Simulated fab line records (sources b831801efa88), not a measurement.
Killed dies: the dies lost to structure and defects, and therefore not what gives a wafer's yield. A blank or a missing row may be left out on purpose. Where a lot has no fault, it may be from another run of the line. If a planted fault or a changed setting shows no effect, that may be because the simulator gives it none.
Which tool is to blame?    flow sky130    36 wafers from 12 lots sampled at 5 of the route's 708 steps

== WHAT THE GAUGES READ, wafer by wafer ==
SKY_FIELD_ISO_THK_MEAS_25. Usual: FIELD_ISO_CVD_24_THK typically reads 596 nm, with standard deviation 7.2.
lot   measured     on             FIELD_ISO_CVD_24_THK (nm)  flag
L755  day 2 15:26  film_metro-02  599 599 596                
L758  day 3 00:31  film_metro-01  597 592 603                
L757  day 3 00:32  film_metro-02  602 599 610                
L759  day 3 07:00  film_metro-01  600 606 596                
L763  day 4 01:17  film_metro-01  595 590 591                
L765  day 4 10:56  film_metro-02  603 591 591                
L771  day 5 17:23  film_metro-01  608 605 594                
L772  day 6 00:14  film_metro-02  602 598 606                
L773  day 6 03:59  film_metro-02  615 611 602                
L775  day 6 15:32  film_metro-01  601 596 598                
L777  day 7 00:38  film_metro-02  585 594 595                
L778  day 7 05:14  film_metro-01  602 601 585                

SKY_VT_ADJUST_HVTR_CD_MEAS_07 targets a cd of 380 nm. Usual: cd_nm at 379.5 nm, with a standard deviation of 2.6.
lot   measured      on         cd_nm (nm)         flag
L755  day 10 00:53  cd_sem-01  381.4 381.0 381.7  
L758  day 10 10:27  cd_sem-02  380.4 382.8 382.6  
L757  day 10 09:32  cd_sem-02  384.5 381.6 383.3  
L759  day 10 17:53  cd_sem-01  379.4 380.3 381.9  
L763  day 11 19:06  cd_sem-02  382.7 382.0 382.9  
L765  day 12 14:48  cd_sem-01  380.7 380.9 381.6  
L771  day 14 06:15  cd_sem-01  377.3 382.5 378.5  
L772  day 14 13:07  cd_sem-01  377.5 376.0 375.7  
L773  day 14 20:17  cd_sem-02  379.6 379.6 379.3  
L775  day 15 15:33  cd_sem-01  381.1 376.9 379.0  
L777  day 16 07:44  cd_sem-01  377.3 377.9 376.9  
L778  day 16 07:42  cd_sem-02  382.6 379.8 383.0  

== TOOL THAT RAN EACH LOT (tool first, then ch and the chambers of the sampled wafers, then the start) ==
lot   SKY_VT_ADJUST_LVTN_COAT_02         SKY_VT_ADJUST_LVTN_STRIP_09           SKY_VT_ADJUST_LVTN_STRIP_20
L755  litho_track-02 ch 0, day 6 23:50   plasma_asher-03 ch 0,1, day 7 09:52   plasma_asher-01 ch 0,1, day 8 06:07
L758  litho_track-01 ch 0, day 7 07:47   plasma_asher-03 ch 0,1, day 7 17:57   plasma_asher-04 ch 0,1, day 8 14:37
L757  litho_track-04 ch 0, day 7 07:43   plasma_asher-03 ch 0,1, day 7 17:40   plasma_asher-01 ch 0,1, day 8 14:26
L759  litho_track-04 ch 0, day 7 14:13   plasma_asher-01 ch 0,1, day 8 00:01   plasma_asher-04 ch 0,1, day 8 20:33
L763  litho_track-04 ch 0, day 8 13:34   plasma_asher-04 ch 0, day 8 23:33     plasma_asher-01 ch 0, day 9 20:37
L765  litho_track-04 ch 0, day 9 04:40   plasma_asher-01 ch 0, day 9 16:28     plasma_asher-01 ch 1, day 10 15:03
L771  litho_track-01 ch 0, day 10 17:29  plasma_asher-03 ch 0,1, day 11 05:15  plasma_asher-03 ch 0,1, day 12 03:36
L772  litho_track-02 ch 0, day 10 23:16  plasma_asher-03 ch 0,1, day 11 10:59  plasma_asher-03 ch 0,1, day 12 10:42
L773  litho_track-01 ch 0, day 11 04:11  plasma_asher-03 ch 0,1, day 11 17:02  plasma_asher-04 ch 0,1, day 12 17:03
L775  litho_track-04 ch 0, day 11 21:29  plasma_asher-03 ch 0,1, day 12 09:52  plasma_asher-01 ch 0, day 13 10:47
L777  litho_track-04 ch 0, day 12 12:16  plasma_asher-04 ch 0,1, day 13 00:43  plasma_asher-01 ch 0,1, day 14 02:32
L778  litho_track-01 ch 0, day 12 12:02  plasma_asher-03 ch 0,1, day 13 00:22  plasma_asher-04 ch 0,1, day 14 02:14
- SKY_VT_ADJUST_LVTN_COAT_02: resist thk 3000 nm.
- SKY_VT_ADJUST_LVTN_STRIP_09: strips in O2/N2.
- SKY_VT_ADJUST_LVTN_STRIP_20: strips in O2/N2.

== WHAT THE TOOLS THEMSELVES READ (means of the sampled wafers that have a number; where no wafer has one, the mark that the record gives instead) ==
SKY_VT_ADJUST_LVTN_COAT_02. Usual: resist_line_temp_C at 23.00 C, with a standard deviation of 0.1.
lot   tool            resist_line_temp_C (C)  flag
L755  litho_track-02  22.98                   
L758  litho_track-01  23.07                   
L757  litho_track-04  22.87                   
L759  litho_track-04  22.93                   
L763  litho_track-04  23.05                   
L765  litho_track-04  23.19                   
L771  litho_track-01  22.87                   
L772  litho_track-02  22.98                   
L773  litho_track-01  23.06                   
L775  litho_track-04  22.88                   
L777  litho_track-04  23.06                   
L778  litho_track-01  23.07                   

SKY_VT_ADJUST_LVTN_STRIP_09. Usual: drypump_motor_current_A 5.8 A, standard deviation 0.34; o2_flow_sccm 2999 sccm, standard deviation 8.8; oes_product_au 0.723 a.u., standard deviation 0.0049; strip_time_to_endpoint_s 36.94 s, standard deviation 0.1.
lot   tool             drypump_motor_current_A (A)  o2_flow_sccm (sccm)  oes_product_au (a.u.)  strip_time_to_endpoint_s (s)  flag
L755  plasma_asher-03  5.8                          2996                 0.719                  37.06                         
L758  plasma_asher-03  5.8                          3000                 0.716                  36.94                         
L757  plasma_asher-03  5.8                          2993                 0.720                  37.08                         
L759  plasma_asher-01  6.0                          3002                 0.723                  36.88                         
L763  plasma_asher-04  5.7                          3010                 0.724                  34.61                         OFF
L765  plasma_asher-01  5.9                          3013                 0.722                  32.81                         OFF
L771  plasma_asher-03  5.8                          2997                 0.720                  36.95                         
L772  plasma_asher-03  5.6                          2995                 0.726                  37.06                         
L773  plasma_asher-03  5.8                          2993                 0.724                  36.89                         
L775  plasma_asher-03  5.6                          3008                 0.722                  36.93                         
L777  plasma_asher-04  6.0                          2997                 0.721                  36.95                         
L778  plasma_asher-03  5.6                          3003                 0.728                  37.09                         

SKY_VT_ADJUST_LVTN_STRIP_20. Usual: drypump_motor_current_A 5.89 A, standard deviation 0.29; o2_flow_sccm 3001 sccm, standard deviation 10; oes_product_au 0.715 a.u., standard deviation 0.0045; strip_time_to_endpoint_s 14.19 s, standard deviation 0.04.
lot   tool             drypump_motor_current_A (A)  o2_flow_sccm (sccm)  oes_product_au (a.u.)  strip_time_to_endpoint_s (s)  flag
L755  plasma_asher-01  6.11                         3006                 0.718                  14.15                         
L758  plasma_asher-04  5.85                         3018                 0.712                  14.19                         
L757  plasma_asher-01  6.01                         3004                 0.714                  14.24                         
L759  plasma_asher-04  5.94                         3004                 0.716                  14.24                         
L763  plasma_asher-01  5.92                         3009                 0.716                  14.19                         
L765  plasma_asher-01  6.21                         2997                 0.714                  14.16                         
L771  plasma_asher-03  5.83                         2997                 0.718                  14.20                         
L772  plasma_asher-03  5.83                         3006                 0.713                  14.15                         
L773  plasma_asher-04  5.85                         2997                 0.716                  14.24                         
L775  plasma_asher-01  5.89                         3011                 0.715                  14.21                         
L777  plasma_asher-01  6.00                         2998                 0.715                  14.23                         
L778  plasma_asher-04  5.83                         2993                 0.715                  14.16                         

== THE ANSWER, worked out from the rows above alone ==
Rule: take the mean of a lot's wafers that have a number; if it is more than 3 standard deviations from the usual mean, the lot is off. Also off: a lot with no number at a reading for which 4 or more lots have one. Where the step has rows for the other lots, those lots are counted as sound. Order of review: gauges by route order, followed by the tools' own readings, for which a lot's mean as printed above is used. The first step at which some lot is off is used, and at that step the reading that is off furthest; a lot without a number counts as furthest.
Off: L763, L765, at SKY_VT_ADJUST_LVTN_STRIP_09 (strip_time_to_endpoint_s).
If a tool, at that step or one of the process steps before it, ran each lot that is off and ran no sound lot following the first of them, it fits. Not one of the candidates tried fits.

== WHAT WAS PUT IN BY THE SIMULATOR ==
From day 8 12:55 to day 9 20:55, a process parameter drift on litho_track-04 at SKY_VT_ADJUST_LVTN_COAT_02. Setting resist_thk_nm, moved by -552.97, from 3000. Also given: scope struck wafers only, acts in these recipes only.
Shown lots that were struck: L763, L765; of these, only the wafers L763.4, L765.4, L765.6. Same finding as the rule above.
